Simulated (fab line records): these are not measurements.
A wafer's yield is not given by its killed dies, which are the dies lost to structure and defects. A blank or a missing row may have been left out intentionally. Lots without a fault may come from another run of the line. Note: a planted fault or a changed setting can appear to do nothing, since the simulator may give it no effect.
fab line records | flow sky130
[record] lots = 11 | wafers = 33 | lastDay = 50
route steps=708 shown VT_ADJUST_HVTP@93 VT_ADJUST_HVTR@141 SD_P@329 RES_XHIGH@360
lots that met no fault: from a run of the same line without faults
startH: hours from the record's opening day to when the first of the lot's shown wafers began | waitH: time in hours since the lot's previous step | " as in the row above | L1.1+2: one row covering several wafers at once | - either no value or no given start | * or withheld: withheld | < > ~ a bound
route shown NAME@n: NAME is a module with steps in the file, n the number in the route of the first one | usual: mean/standard deviation taken from wafers without a fault | same: alike in all rows | chamber/n: place in a boat | sites: per-site readings | _std_site: the values' standard deviation | _edge_site: the outer-site mean with the inner-site mean subtracted | radiusMm: how far each site lies from the wafer's centre | mask NAME#n: copy n | behind: the last tool/chamber to shape the wafer | hold: the reason the lot was held/the length of the hold in hours/how it ended | device: the transistor (n, p or np) that didn't switch | end of line: tests of these same wafers at the route's end | for a step that has no rows: nothing shown but its recipe | killed: not the wafer's yield, but the dies lost to structure and defects at the first sort | map: dies across one wafer; x = killed, . = not, _ = none there
set.NAME: the setting the step ran with; set.NAME@STEP: the setting that earlier step ran with | model.NAME: the simulator's own value behind a step, which no gauge read
one table for each step of the route and one row for each wafer, over a sample of lots
services: the hour from which a tool's chamber was out of use, counted from the record's first day as startH (under 0 if before that day), plus the number of hours and why
[[steps]]
[step SKY_VT_ADJUST_HVTP_OVL_MEAS_08]
[usual] VT_ADJUST_HVTP_OVL = 0.5/1.3
lot.wafer | tool       | chamber | startH | waitH | VT_ADJUST_HVTP_OVL[nm]
L503.1    | overlay-02 | -       | 132.71 | 0.1   | 0.9
L503.2    | "          | -       | "      | "     | 0.2
L503.3    | "          | -       | "      | "     | -1.4
L505.1    | overlay-01 | -       | 148.51 | 0.1   | -0.5
L505.3    | "          | -       | "      | "     | -2.4
L505.6    | "          | -       | "      | "     | -0.3
L506.4    | overlay-01 | -       | 149.00 | 0.1   | -1.1
L506.5    | "          | -       | "      | "     | 2.2
L506.6    | "          | -       | "      | "     | -1.6
L508.1    | overlay-02 | -       | 161.24 | 0.1   | 0.6
L508.3    | "          | -       | "      | "     | 1.0
L508.6    | "          | -       | "      | "     | 3.4
L507.2    | overlay-01 | -       | 162.06 | 0.1   | -0.7
L507.3    | "          | -       | "      | "     | -1.5
L507.4    | "          | -       | "      | "     | -0.5
L509.3    | overlay-02 | -       | 174.05 | 0.1   | -0.5
L509.4    | "          | -       | "      | "     | -0.3
L509.5    | "          | -       | "      | "     | -1.1
L515.3    | overlay-01 | -       | 216.35 | 0.1   | 0.4
L515.4    | "          | -       | "      | "     | 0.3
L515.6    | "          | -       | "      | "     | 0.7
L519.1    | overlay-02 | -       | 227.71 | 0.1   | 2.0
L519.2    | "          | -       | "      | "     | 2.3
L519.5    | "          | -       | "      | "     | 1.9
L522.1    | overlay-01 | -       | 242.76 | 0.1   | -1.0
L522.3    | "          | -       | "      | "     | -1.9
L522.6    | "          | -       | "      | "     | 1.2
L523.4    | overlay-01 | -       | 251.97 | 0.1   | 0.4
L523.5    | "          | -       | "      | "     | 0.3
L523.6    | "          | -       | "      | "     | 0.1
L525.2    | overlay-02 | -       | 258.04 | 0.1   | 1.6
L525.3    | "          | -       | "      | "     | 1.7
L525.5    | "          | -       | "      | "     | 1.3
[step SKY_VT_ADJUST_HVTP_TW_MEAS_11]
[usual] VT_ADJUST_HVTP_TW = 1332/10
lot.wafer | tool         | chamber | startH | waitH | VT_ADJUST_HVTP_TW
L503.1    | filmMetro-02 | -       | 132.99 | 0.1   | 1330
L503.2    | "            | -       | "      | "     | 1324
L503.3    | "            | -       | "      | "     | 1322
L505.1    | filmMetro-04 | -       | 148.79 | 0.1   | 1345
L505.3    | "            | -       | "      | "     | 1340
L505.6    | "            | -       | "      | "     | 1342
L506.4    | filmMetro-01 | -       | 149.30 | 0.1   | 1341
L506.5    | "            | -       | "      | "     | 1335
L506.6    | "            | -       | "      | "     | 1338
L508.1    | filmMetro-02 | -       | 161.52 | 0.1   | 1338
L508.3    | "            | -       | "      | "     | 1328
L508.6    | "            | -       | "      | "     | 1330
L507.2    | filmMetro-02 | -       | 162.35 | 0.1   | 1332
L507.3    | "            | -       | "      | "     | 1323
L507.4    | "            | -       | "      | "     | 1328
L509.3    | filmMetro-01 | -       | 174.34 | 0.1   | 1337
L509.4    | "            | -       | "      | "     | 1330
L509.5    | "            | -       | "      | "     | 1332
L515.3    | filmMetro-01 | -       | 216.64 | 0.1   | 1338
L515.4    | "            | -       | "      | "     | 1337
L515.6    | "            | -       | "      | "     | 1339
L519.1    | filmMetro-02 | -       | 227.99 | 0.1   | 1326
L519.2    | "            | -       | "      | "     | 1318
L519.5    | "            | -       | "      | "     | 1328
L522.1    | filmMetro-02 | -       | 243.04 | 0.1   | 1321
L522.3    | "            | -       | "      | "     | 1326
L522.6    | "            | -       | "      | "     | 1327
L523.4    | filmMetro-01 | -       | 252.27 | 0.1   | 1343
L523.5    | "            | -       | "      | "     | 1347
L523.6    | "            | -       | "      | "     | 1342
L525.2    | filmMetro-02 | -       | 258.33 | 0.1   | 1328
L525.3    | "            | -       | "      | "     | 1327
L525.5    | "            | -       | "      | "     | 1325
[step SKY_VT_ADJUST_HVTR_STRIP_10]
[recipe] chemistry = O2/N2 | powerW = 1400 | pressureMtorr = 1500 | platenTempC = withheld | o2FlowSccm = 3000 | n2FlowSccm = 300 | overashFraction = 0.5
[usual] drypumpMotorCurrentA = 5.45/0.19 | oesProductAu = 0.715/0.0045 | stripTimeToEndpointS = 14.18/0.04
lot.wafer | tool           | chamber | startH | waitH | drypumpMotorCurrentA | oesProductAu | rfHoursCounterH | stripTimeToEndpointS
L503.1    | plasmaAsher-03 | 1       | 213.99 | 0.1   | 5.37                 | 0.711        | 53              | 14.14
L503.2    | "              | 0       | "      | "     | 5.25                 | 0.717        | 53              | 14.19
L503.3    | "              | 1       | "      | "     | 5.35                 | 0.714        | -               | 14.18
L505.1    | plasmaAsher-01 | 1       | 233.22 | 0.1   | 5.34                 | 0.709        | 12              | 14.26
L505.3    | "              | 1       | "      | "     | 5.35                 | 0.719        | -               | 14.21
L505.6    | "              | 0       | "      | "     | 5.36                 | 0.715        | -               | 14.21
L506.4    | plasmaAsher-03 | 1       | 234.07 | 0.1   | 5.39                 | 0.712        | -               | 14.12
L506.5    | "              | 1       | "      | "     | 5.39                 | 0.714        | -               | 14.12
L506.6    | "              | 0       | "      | "     | 5.27                 | 0.714        | -               | 14.07
L508.1    | plasmaAsher-03 | 0       | 248.19 | 0.1   | 5.28                 | 0.714        | 55              | 14.21
L508.3    | "              | 0       | "      | "     | 5.28                 | 0.713        | -               | 14.15
L508.6    | "              | 0       | "      | "     | 5.25                 | 0.713        | -               | 14.20
L507.2    | plasmaAsher-04 | 0       | 249.54 | 0.1   | 5.43                 | 0.712        | 44              | 14.15
L507.3    | "              | 0       | "      | "     | 5.40                 | 0.706        | -               | 14.17
L507.4    | "              | 1       | "      | "     | 5.79                 | 0.709        | -               | 14.21
L509.3    | plasmaAsher-01 | 0       | 265.27 | 0.1   | 5.36                 | 0.713        | -               | 14.20
L509.4    | "              | 1       | "      | "     | 5.31                 | 0.710        | -               | 14.20
L509.5    | "              | 1       | "      | "     | 5.32                 | 0.715        | -               | 14.21
L515.3    | plasmaAsher-04 | 1       | 313.22 | 0.1   | 5.80                 | 0.714        | -               | 14.07
L515.4    | "              | 0       | "      | "     | 5.44                 | 0.716        | -               | 14.09
L515.6    | "              | 1       | "      | "     | 5.82                 | 0.722        | -               | 14.13
L519.1    | plasmaAsher-01 | 1       | 327.32 | 0.1   | 5.35                 | 0.717        | 21              | 14.19
L519.2    | "              | 0       | "      | "     | 5.33                 | 0.713        | 21              | 14.21
L519.5    | "              | 0       | "      | "     | 5.34                 | 0.716        | -               | 14.22
L522.1    | plasmaAsher-03 | 1       | 345.19 | 0.1   | 5.42                 | 0.719        | 64              | 14.14
L522.3    | "              | 1       | "      | "     | 5.40                 | 0.712        | -               | 14.14
L522.6    | "              | 1       | "      | "     | 5.42                 | 0.709        | -               | 14.14
L523.4    | plasmaAsher-04 | 1       | 358.67 | 0.1   | 5.79                 | 0.710        | -               | 14.20
L523.5    | "              | 1       | "      | "     | 5.79                 | 0.715        | -               | 14.15
L523.6    | "              | 0       | "      | "     | 5.44                 | 0.704        | -               | 14.13
L525.2    | plasmaAsher-03 | 1       | 362.97 | 0.1   | 5.38                 | 0.716        | 66              | 14.15
L525.3    | "              | 1       | "      | "     | 5.35                 | 0.712        | -               | 14.13
L525.5    | "              | 1       | "      | "     | 5.39                 | 0.710        | -               | 14.16
[step SKY_SD_P_IMPLANT_09]
[recipe] species = BF2 | energyKev = 20 | doseCm2 = 3e+15 | tiltDeg = 0
[usual] beamEnergyKeV = 19.999/0.0061
lot.wafer | tool         | chamber | startH | waitH | beamEnergyKeV
L503.1    | implanter-02 | 0       | 597.82 | 0.0   | 19.992
L503.2    | "            | 0       | "      | "     | 19.993
L503.3    | "            | 0       | "      | "     | 19.994
L505.1    | implanter-01 | 0       | 620.82 | 0.0   | 20.007
L505.3    | "            | 0       | "      | "     | 20.008
L505.6    | "            | 0       | "      | "     | 19.999
L506.4    | implanter-01 | 0       | 627.46 | 0.1   | 20.007
L506.5    | "            | 0       | "      | "     | 20.007
L506.6    | "            | 0       | "      | "     | 20.000
L507.2    | implanter-01 | 0       | 643.45 | 0.0   | 20.000
L507.3    | "            | 0       | "      | "     | 20.009
L507.4    | "            | 0       | "      | "     | 20.000
L508.1    | implanter-03 | 0       | 644.04 | 0.0   | 19.998
L508.3    | "            | 0       | "      | "     | 19.995
L508.6    | "            | 0       | "      | "     | 20.004
L509.3    | implanter-02 | 0       | 663.09 | 0.1   | 20.001
L509.4    | "            | 0       | "      | "     | 20.004
L509.5    | "            | 0       | "      | "     | 19.997
L515.3    | implanter-01 | 0       | 712.74 | 0.1   | 20.000
L515.4    | "            | 0       | "      | "     | 20.015
L515.6    | "            | 0       | "      | "     | 20.002
L519.1    | implanter-01 | 0       | 725.39 | 0.0   | 19.431
L519.2    | "            | 0       | "      | "     | 19.432
L519.5    | "            | 0       | "      | "     | 19.436
L522.1    | implanter-02 | 0       | 747.47 | 0.0   | 19.995
L522.3    | "            | 0       | "      | "     | 19.993
L522.6    | "            | 0       | "      | "     | 20.005
L523.4    | implanter-01 | 0       | 756.25 | 0.1   | 19.454
L523.5    | "            | 0       | "      | "     | 19.445
L523.6    | "            | 0       | "      | "     | 19.449
L525.2    | implanter-02 | 0       | 759.61 | 0.0   | 20.005
L525.3    | "            | 0       | "      | "     | 19.991
L525.5    | "            | 0       | "      | "     | 19.997
[step SKY_SD_N_RS_MEAS_17]
[recipe] thkMeasGauge = four-point-probe
[usual] SD_P_RS = 147.3/0.31
lot.wafer | tool         | chamber | startH | waitH | hold                    | SD_P_RS[ohm/sq]
L503.1    | filmMetro-01 | -       | 657.25 | 0.1   | -                       | 147.2
L503.2    | "            | -       | "      | "     | -                       | 147.4
L503.3    | "            | -       | "      | "     | -                       | 147.6
L505.1    | filmMetro-04 | -       | 679.44 | 0.1   | -                       | 147.4
L505.3    | "            | -       | "      | "     | -                       | 147.6
L505.6    | "            | -       | "      | "     | -                       | 147.3
L506.4    | filmMetro-01 | -       | 686.20 | 0.1   | -                       | 147.0
L506.5    | "            | -       | "      | "     | -                       | 147.2
L506.6    | "            | -       | "      | "     | -                       | 147.5
L507.2    | filmMetro-04 | -       | 700.37 | 0.1   | -                       | 147.4
L507.3    | "            | -       | "      | "     | -                       | 147.2
L507.4    | "            | -       | "      | "     | -                       | 146.6
L508.1    | filmMetro-02 | -       | 700.67 | 0.1   | -                       | 147.4
L508.3    | "            | -       | "      | "     | -                       | 147.4
L508.6    | "            | -       | "      | "     | -                       | 147.6
L509.3    | filmMetro-04 | -       | 720.27 | 0.1   | -                       | 147.4
L509.4    | "            | -       | "      | "     | -                       | 147.3
L509.5    | "            | -       | "      | "     | -                       | 147.2
L515.3    | filmMetro-02 | -       | 767.91 | 0.1   | -                       | 147.1
L515.4    | "            | -       | "      | "     | -                       | 147.3
L515.6    | "            | -       | "      | "     | -                       | 147.2
L519.1    | filmMetro-01 | -       | 780.69 | 0.1   | awaitDispo/0.2h/release | 149.4
L519.2    | "            | -       | "      | "     | awaitDispo/0.2h/release | 149.3
L519.5    | "            | -       | "      | "     | awaitDispo/0.2h/release | 149.2
L519.1    | filmMetro-01 | -       | 780.98 | 0.3   | -                       | 149.4
L519.2    | "            | -       | "      | "     | -                       | 149.6
L519.5    | "            | -       | "      | "     | -                       | 149.5
L522.1    | filmMetro-01 | -       | 802.02 | 0.1   | -                       | 146.8
L522.3    | "            | -       | "      | "     | -                       | 147.0
L522.6    | "            | -       | "      | "     | -                       | 147.3
L523.4    | filmMetro-01 | -       | 811.40 | 0.1   | awaitDispo/0.2h/release | 149.0
L523.5    | "            | -       | "      | "     | awaitDispo/0.2h/release | 149.2
L523.6    | "            | -       | "      | "     | awaitDispo/0.2h/release | 148.3
L523.4    | filmMetro-01 | -       | 811.69 | 0.3   | -                       | 148.7
L523.5    | "            | -       | "      | "     | -                       | 149.0
L523.6    | "            | -       | "      | "     | -                       | 148.7
L525.2    | filmMetro-01 | -       | 814.34 | 0.1   | -                       | 147.6
L525.3    | "            | -       | "      | "     | -                       | 147.2
L525.5    | "            | -       | "      | "     | -                       | 147.3
[step SKY_SD_N_RS_MEAS_18]
[recipe] thkMeasGauge = four-point-probe
[usual] RES_XHIGH_RS = 333.9/1.1
lot.wafer | tool         | chamber | startH | waitH | hold                    | RES_XHIGH_RS[ohm/sq]
L503.1    | filmMetro-01 | -       | 657.37 | 0.1   | -                       | 336.0
L503.2    | "            | -       | "      | "     | -                       | 334.2
L503.3    | "            | -       | "      | "     | -                       | 334.9
L505.1    | filmMetro-04 | -       | 679.56 | 0.1   | -                       | 332.3
L505.3    | "            | -       | "      | "     | -                       | 334.0
L505.6    | "            | -       | "      | "     | -                       | 333.6
L506.4    | filmMetro-01 | -       | 686.32 | 0.1   | -                       | 334.9
L506.5    | "            | -       | "      | "     | -                       | 333.8
L506.6    | "            | -       | "      | "     | -                       | 333.2
L507.2    | filmMetro-04 | -       | 700.49 | 0.1   | -                       | 332.7
L507.3    | "            | -       | "      | "     | -                       | 334.0
L507.4    | "            | -       | "      | "     | -                       | 334.2
L508.1    | filmMetro-02 | -       | 700.79 | 0.1   | -                       | 331.8
L508.3    | "            | -       | "      | "     | -                       | 332.7
L508.6    | "            | -       | "      | "     | -                       | 333.2
L509.3    | filmMetro-04 | -       | 720.39 | 0.1   | -                       | 334.9
L509.4    | "            | -       | "      | "     | -                       | 335.3
L509.5    | "            | -       | "      | "     | -                       | 334.2
L515.3    | filmMetro-02 | -       | 768.03 | 0.1   | -                       | 334.0
L515.4    | "            | -       | "      | "     | -                       | 335.3
L515.6    | "            | -       | "      | "     | -                       | 333.3
L519.1    | filmMetro-01 | -       | 782.47 | 1.5   | awaitDispo/1.4h/release | 333.3
L519.2    | "            | -       | "      | "     | awaitDispo/1.4h/release | 332.8
L519.5    | "            | -       | "      | "     | awaitDispo/1.4h/release | 334.2
L522.1    | filmMetro-01 | -       | 802.14 | 0.1   | -                       | 334.1
L522.3    | "            | -       | "      | "     | -                       | 335.3
L522.6    | "            | -       | "      | "     | -                       | 336.0
L525.2    | filmMetro-01 | -       | 814.46 | 0.1   | -                       | 334.5
L525.3    | "            | -       | "      | "     | -                       | 334.8
L525.5    | "            | -       | "      | "     | -                       | 334.0
L523.4    | filmMetro-01 | -       | 816.25 | 4.5   | awaitDispo/4.4h/release | 332.6
L523.5    | "            | -       | "      | "     | awaitDispo/4.4h/release | 331.9
L523.6    | "            | -       | "      | "     | awaitDispo/4.4h/release | 332.9
[[services]]
tool           | chamber | startH | hours | kind
implanter-02   | -       | 207.17 | 0.7   | repair
plasmaAsher-03 | -       | 217.27 | 15.6  | pm
plasmaAsher-04 | -       | 242.65 | 4.0   | pm
implanter-01   | -       | 263.70 | 150.8 | pm
plasmaAsher-04 | -       | 341.74 | 3.7   | repair
implanter-02   | -       | 377.45 | 4.4   | repair
plasmaAsher-03 | -       | 399.36 | 2.8   | pm
plasmaAsher-01 | -       | 409.06 | 2.8   | pm
implanter-01   | -       | 414.48 | 3.8   | pm
implanter-01   | -       | 418.27 | 2.4   | pm
plasmaAsher-03 | -       | 421.25 | 9.0   | pm
implanter-01   | -       | 423.06 | 1.7   | repair
implanter-01   | -       | 427.46 | 1.3   | repair
implanter-01   | -       | 430.64 | 2.3   | repair
implanter-02   | -       | 452.51 | 4.5   | pm
implanter-01   | -       | 476.01 | 5.0   | repair
implanter-01   | -       | 479.05 | 2.5   | repair
plasmaAsher-04 | -       | 524.63 | 2.8   | pm
implanter-01   | -       | 540.49 | 3.9   | repair
implanter-02   | -       | 605.34 | 3.0   | repair
plasmaAsher-03 | -       | 611.41 | 1.9   | repair
implanter-02   | -       | 640.31 | 12.2  | pm
implanter-02   | -       | 684.53 | 4.3   | repair
plasmaAsher-03 | -       | 719.11 | 4.5   | repair
[[key]]
[firstSign] step = SKY_SD_P_IMPLANT_09 | reading = beamEnergyKeV | direction = down | sigmas = 92 | usual = * | struck = *
[effect] step = SKY_SD_N_RS_MEAS_17 | reading = SD_P_RS | direction = up | sigmas = 5.7 | usual = 147.3 | struck = 149.1
metAt SKY_SD_P_IMPLANT_09
struckLots L519,L523
testerLeftOut L519,L523
notActingAt SKY_VT_ADJUST_HVTP_OVL_MEAS_08,SKY_VT_ADJUST_HVTP_TW_MEAS_11,SKY_VT_ADJUST_HVTR_STRIP_10
onsetBetween 712.74 725.39
[fault] kind = processParameterDrift | tool = implanter-01 | chamber = - | onsetH = 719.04 | steps = SKY_SD_P_IMPLANT_09 | channel = energyKev | offset = * | shape = step | endH = 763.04 | actsIn = * | stated = *
// testerLeftOut: of these lots the tester's yield and bins aren't shown, on N5 and GAA mostly nor the transistor test; their killed dies are dies lost to structure and defects alone, not to doping, threshold or leakage, so they don't give the yield
